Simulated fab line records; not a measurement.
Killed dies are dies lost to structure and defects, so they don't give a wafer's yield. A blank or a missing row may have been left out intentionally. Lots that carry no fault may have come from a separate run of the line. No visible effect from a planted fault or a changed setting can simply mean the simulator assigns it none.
The tool behind it: which one? :: flow gf180mcu :: 12 lots, 36 wafers sampled, at 6 steps of a route of 602

WHAT EACH GAUGE READ, for each wafer
GF_M4_RS_MEAS_05: measures by four-point-probe.
lot: L989
measured: day 22 15:59
on: film-metro-01
M4_ALCU_RS (ohm/sq): 0.0673 0.0687 0.0678

lot: L990
measured: day 22 16:17
on: film-metro-03
M4_ALCU_RS (ohm/sq): 0.0689 0.0704 0.0695

lot: L993
measured: day 23 23:28
on: film-metro-01
M4_ALCU_RS (ohm/sq): 0.0704 0.0693 0.0692

lot: L994
measured: day 24 08:43
on: film-metro-03
M4_ALCU_RS (ohm/sq): 0.0693 0.0696 0.0691

lot: L995
measured: day 24 23:29
on: film-metro-01
M4_ALCU_RS (ohm/sq): 0.0686 0.0691 0.0688

lot: L100
measured: day 26 06:40
on: film-metro-01
M4_ALCU_RS (ohm/sq): 0.0700 0.0698 0.0696

lot: L103
measured: day 27 06:48
on: film-metro-03
M4_ALCU_RS (ohm/sq): 0.0699 0.0697 0.0698

lot: L104
measured: day 27 15:03
on: film-metro-03
M4_ALCU_RS (ohm/sq): 0.0701 0.0704 0.0697

lot: L105
measured: day 27 20:38
on: film-metro-04
M4_ALCU_RS (ohm/sq): 0.0690 0.0688 0.0692

lot: L107
measured: day 28 07:11
on: film-metro-01
M4_ALCU_RS (ohm/sq): 0.0701 0.0687 0.0696

lot: L109
measured: day 29 01:42
on: film-metro-01
M4_ALCU_RS (ohm/sq): 0.0698 0.0696 0.0689

lot: L112
measured: day 30 01:40
on: film-metro-04
M4_ALCU_RS (ohm/sq): 0.0689 0.0690 0.0688

GF_M4_THK_MEAS_06: measures by xrf.
lot: L989
measured: day 22 16:06
on: film-metro-01
M4_ALCU_THK (nm): 462 450 457

lot: L990
measured: day 22 16:25
on: film-metro-03
M4_ALCU_THK (nm): 452 442 446

lot: L993
measured: day 23 23:35
on: film-metro-01
M4_ALCU_THK (nm): 445 447 450

lot: L994
measured: day 24 08:50
on: film-metro-03
M4_ALCU_THK (nm): 448 446 451

lot: L995
measured: day 24 23:35
on: film-metro-01
M4_ALCU_THK (nm): 456 453 454

lot: L100
measured: day 26 06:46
on: film-metro-01
M4_ALCU_THK (nm): 441 446 446

lot: L103
measured: day 27 06:55
on: film-metro-03
M4_ALCU_THK (nm): 446 450 448

lot: L104
measured: day 27 15:09
on: film-metro-03
M4_ALCU_THK (nm): 445 444 446

lot: L105
measured: day 27 20:45
on: film-metro-04
M4_ALCU_THK (nm): 450 447 445

lot: L107
measured: day 28 07:18
on: film-metro-01
M4_ALCU_THK (nm): 445 454 448

lot: L109
measured: day 29 01:49
on: film-metro-01
M4_ALCU_THK (nm): 449 447 453

lot: L112
measured: day 30 01:47
on: film-metro-04
M4_ALCU_THK (nm): 449 449 452

GF_M4_CD_MEAS_14 targets a cd of 280 nm.
lot: L989
measured: day 23 14:55
on: cd-sem-02
cd-nm (nm): 279.2 278.7 280.7

lot: L990
measured: day 23 15:16
on: cd-sem-01
cd-nm (nm): 277.8 278.0 277.7

lot: L993
measured: day 24 21:46
on: cd-sem-01
cd-nm (nm): 278.8 278.0 278.4

lot: L994
measured: day 25 06:34
on: cd-sem-02
cd-nm (nm): 280.3 279.4 281.3

lot: L995
measured: day 25 20:34
on: cd-sem-01
cd-nm (nm): 281.2 279.8 280.6

lot: L100
measured: day 27 03:20
on: cd-sem-01
cd-nm (nm): 280.0 280.3 281.4

lot: L103
measured: day 28 03:04
on: cd-sem-01
cd-nm (nm): 281.4 279.7 280.9

lot: L104
measured: day 28 10:52
on: cd-sem-02
cd-nm (nm): 281.5 281.8 280.2

lot: L105
measured: day 28 16:22
on: cd-sem-01
cd-nm (nm): 279.2 279.2 278.6

lot: L107
measured: day 29 02:31
on: cd-sem-02
cd-nm (nm): 278.4 278.5 278.5

lot: L109
measured: day 29 20:47
on: cd-sem-01
cd-nm (nm): 279.9 279.8 279.8

lot: L112
measured: day 30 20:10
on: cd-sem-02
cd-nm (nm): 278.1 278.8 279.0

GF_V4_THK_MEAS_01.
lot: L989
measured: day 23 15:57
on: film-metro-04
V4_CVD_00_THK (nm): 597 597 596

lot: L990
measured: day 23 16:09
on: film-metro-02
V4_CVD_00_THK (nm): 593 599 599

lot: L993
measured: day 24 22:56
on: film-metro-03
V4_CVD_00_THK (nm): 1195 1190 1197

lot: L994
measured: day 25 07:52
on: film-metro-03
V4_CVD_00_THK (nm): 598 599 608

lot: L995
measured: day 25 21:41
on: film-metro-03
V4_CVD_00_THK (nm): 1208 1211 1213

lot: L100
measured: day 27 04:32
on: film-metro-04
V4_CVD_00_THK (nm): 1204 1208 1208

lot: L103
measured: day 28 03:57
on: film-metro-02
V4_CVD_00_THK (nm): 601 604 600

lot: L104
measured: day 28 11:43
on: film-metro-04
V4_CVD_00_THK (nm): 597 601 595

lot: L105
measured: day 28 17:20
on: film-metro-03
V4_CVD_00_THK (nm): 597 611 594

lot: L107
measured: day 29 03:23
on: film-metro-04
V4_CVD_00_THK (nm): 595 593 599

lot: L109
measured: day 29 21:40
on: film-metro-04
V4_CVD_00_THK (nm): 596 595 602

lot: L112
measured: day 30 21:04
on: film-metro-03
V4_CVD_00_THK (nm): 602 598 608

GF_V4_BOW_MEAS_05.
lot: L989
measured: day 23 16:26
on: film-metro-03
V4_BOW (um): 137 147 142

lot: L990
measured: day 23 16:38
on: film-metro-04
V4_BOW (um): 115 122 116

lot: L993
measured: day 24 23:50
on: film-metro-03
V4_BOW (um): 158 161 160

lot: L994
measured: day 25 08:22
on: film-metro-03
V4_BOW (um): 134 132 143

lot: L995
measured: day 25 22:11
on: film-metro-03
V4_BOW (um): 157 171 168

lot: L100
measured: day 27 05:02
on: film-metro-03
V4_BOW (um): 181 174 174

lot: L103
measured: day 28 04:38
on: film-metro-02
V4_BOW (um): 129 145 129

lot: L104
measured: day 28 12:14
on: film-metro-03
V4_BOW (um): 140 148 143

lot: L105
measured: day 28 17:50
on: film-metro-02
V4_BOW (um): 116 134 136

lot: L107
measured: day 29 03:53
on: film-metro-03
V4_BOW (um): 147 147 132

lot: L109
measured: day 29 22:09
on: film-metro-03
V4_BOW (um): 126 141 135

lot: L112
measured: day 30 21:37
on: film-metro-04
V4_BOW (um): 134 135 136

TOOL THAT RAN EACH LOT (tool first, then ch and the chambers of the sampled wafers, then the start)
lot: L989
GF_V4_CVD_00: hdpcvd-02 ch 0,1,2, day 23 15:53

lot: L990
GF_V4_CVD_00: hdpcvd-02 ch 0,1,2, day 23 16:05

lot: L993
GF_V4_CVD_00: hdpcvd-01 ch 0,1, day 24 22:38

lot: L994
GF_V4_CVD_00: hdpcvd-02 ch 0,2, day 25 07:46

lot: L995
GF_V4_CVD_00: hdpcvd-02 ch 0,1,2, day 25 21:21

lot: L100
GF_V4_CVD_00: hdpcvd-02 ch 0,1,2, day 27 04:13

lot: L103
GF_V4_CVD_00: hdpcvd-01 ch 1,2, day 28 03:53

lot: L104
GF_V4_CVD_00: hdpcvd-01 ch 0,1,2, day 28 11:38

lot: L105
GF_V4_CVD_00: hdpcvd-01 ch 0,1,2, day 28 17:10

lot: L107
GF_V4_CVD_00: hdpcvd-02 ch 0,1,2, day 29 03:19

lot: L109
GF_V4_CVD_00: hdpcvd-02 ch 0,1, day 29 21:35

lot: L112
GF_V4_CVD_00: hdpcvd-01 ch 0,2, day 30 21:00
- GF_V4_CVD_00: deposits SiO2, target thk 600 nm, time 100 s.

WHAT THE TOOLS THEMSELVES READ (means of the sampled wafers that have a number; where no wafer has one, the mark that the record gives instead)
GF_V4_CVD_00.
lot: L989
tool: hdpcvd-02
sih4-flow-sccm (sccm): 59.84

lot: L990
tool: hdpcvd-02
sih4-flow-sccm (sccm): 60.10

lot: L993
tool: hdpcvd-01
sih4-flow-sccm (sccm): 59.90

lot: L994
tool: hdpcvd-02
sih4-flow-sccm (sccm): 59.92

lot: L995
tool: hdpcvd-02
sih4-flow-sccm (sccm): 60.05

lot: L100
tool: hdpcvd-02
sih4-flow-sccm (sccm): 60.05

lot: L103
tool: hdpcvd-01
sih4-flow-sccm (sccm): 60.06

lot: L104
tool: hdpcvd-01
sih4-flow-sccm (sccm): 60.01

lot: L105
tool: hdpcvd-01
sih4-flow-sccm (sccm): 59.97

lot: L107
tool: hdpcvd-02
sih4-flow-sccm (sccm): 59.85

lot: L109
tool: hdpcvd-02
sih4-flow-sccm (sccm): 60.12

lot: L112
tool: hdpcvd-01
sih4-flow-sccm (sccm): 60.22

THE ANSWER, worked out from the rows above alone
Rule: the usual values come from the lots themselves. The widest of any qualifying gaps counts: lots, ordered by their means at a reading, are off when they make up no more than a third of the lots, leave a main group of 4 or more, and stand apart from it by 3 or more times the standard deviation of that group's means. The tables above print the reading to a certain number of digits; a main group whose means all agree to those digits is not used. Also off: a lot with no number at a reading for which 4 or more lots have one. All remaining lots with rows at the step are treated as sound. The gauges are gone through in route order, then the tools' own readings, and for those a lot's mean is taken as printed above. At the first step where some lot is off, the reading lying furthest off is the one used; lots without a number count as furthest.
Off: at GF_V4_THK_MEAS_01 (V4_CVD_00_THK), L993, L995, L100. The main group has a mean of 599 nm with a standard deviation of 2.5.
A tool fits if, at a process step before that reading, it ran every lot that is off, and no sound lot after the first of them. The gauges at GF_V4_THK_MEAS_01 are tried like those tools. None of those tried fits.

WHAT HAD BEEN PUT IN BY THE SIMULATOR
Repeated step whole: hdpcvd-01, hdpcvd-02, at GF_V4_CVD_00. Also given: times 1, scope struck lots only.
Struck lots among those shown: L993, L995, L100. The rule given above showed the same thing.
